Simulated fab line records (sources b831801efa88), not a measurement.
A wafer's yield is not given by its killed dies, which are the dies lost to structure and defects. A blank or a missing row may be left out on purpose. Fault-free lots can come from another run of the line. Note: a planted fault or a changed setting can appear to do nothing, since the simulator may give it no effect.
Problem report in the 8D (eight disciplines) form, filled by code -- flow gf180mcu -- the parts of the form that need people (team, actions taken, sign-off) are left out

1. THE PROBLEM
Wafers without a fault read 399.2 nm, standard deviation 2.6; cdNm at GF_HV_LDD_CD_MEAS_31 reads a mean of 438.2 nm on 6 wafers belonging to 2 lots. Measured from the usual mean, that is +15 standard deviations.
The step: target cd 400 nm.
First seen on wafer L691.2, day 18 16:13, on cdSem-02. At this step, 36 wafers from 12 lots have a number in the record. The rule behind "out" and "out of limits": a value lying over 4 standard deviations away from the usual mean. Any other wafer with a number is counted as sound.

2. WHAT IT IS, WHAT IT ISN'T
question,is,is not
which readings at this step,cdNm,-
which lots,"L691, L692","L669, L672, L673, L674, L676, L677, L679, L681, L682, L683"
which wafers of those lots,all that have a number,-
read on which gauges,"cdSem-01, cdSem-02",-
when,from day 18 16:13,up to then (30 sound wafers)

3. THE SUSPECTS, EACH WITH WHAT RULES IT OUT
Counting: any tool at a process step up to the reading is kept as a suspect provided that every lot that is out went through it and no sound lot did after the first of them.
- ruled out: the gauge at GF_HV_LDD_CD_MEAS_31. 2 gauges (cdSem-01, cdSem-02) read the wafers that are out.
- plasmaAsher-04 at GF_DUAL_GATE_STRIP_13 (strips in O2/N2): kept. It ran every lot that is out, first L691 (day 14 16:54), and no sound lot after that; its last sound lot up to then is L679 (day 11 08:16).
- ilineStepper-02 at GF_HV_LDD_EXPOSE_28 (exposes mask Nplus HV AREA, target cd 400 nm): kept. It ran every lot that is out, first L691 (day 18 04:23), and no sound lot after that; its last sound lot up to then is L683 (day 15 15:05). Out on those wafers are its own readings of exposureDoseMJCm2.
Left after counting: plasmaAsher-04 at GF_DUAL_GATE_STRIP_13, ilineStepper-02 at GF_HV_LDD_EXPOSE_28.

4. THE CAUSE (what the simulator had put in)
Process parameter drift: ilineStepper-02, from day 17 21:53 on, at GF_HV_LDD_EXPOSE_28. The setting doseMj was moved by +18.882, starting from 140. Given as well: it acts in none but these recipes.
This tool is one of the 2 suspects left after counting.

5. THE CHAIN OF EFFECTS, in route order
Each row: a reading where the mean over the struck wafers with a number is more than 3 standard deviations away from the usual. Only readings whose record carries a usual standard deviation are examined. hours: median over the lots of the time between each lot's start at the first step of this table that gives one and its start at this step. sigmas: the change, counted in usual standard deviations.
hours,step,reading,usual,on struck wafers,change,sigmas
0,GF_HV_LDD_EXPOSE_28,exposureDoseMJCm2,139.99,158.79,+18.80,+99 or more
12,GF_HV_LDD_CD_MEAS_31,cdNm,399.2 nm,438.2,+39.0,+15
The process steps in it:
- GF_HV_LDD_EXPOSE_28: exposes mask Nplus HV AREA, target cd 400 nm.

6. WHAT WOULD HAVE CAUGHT IT SOONER
Counted from the fault's start at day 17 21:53, it took 18 hours until the first out-of-limits reading at a measuring or inspecting step in this record, taken at day 18 16:13.
At GF_HV_LDD_EXPOSE_28, the tool's own readings (exposureDoseMJCm2) were out on each struck wafer the step has a row for, so an alarm limit on them would have fired on the first such wafer.
Of the lots that are out (2), L692 began GF_HV_LDD_EXPOSE_28 on ilineStepper-02 after day 18 16:13. A hold on the tool at that time would have spared it.
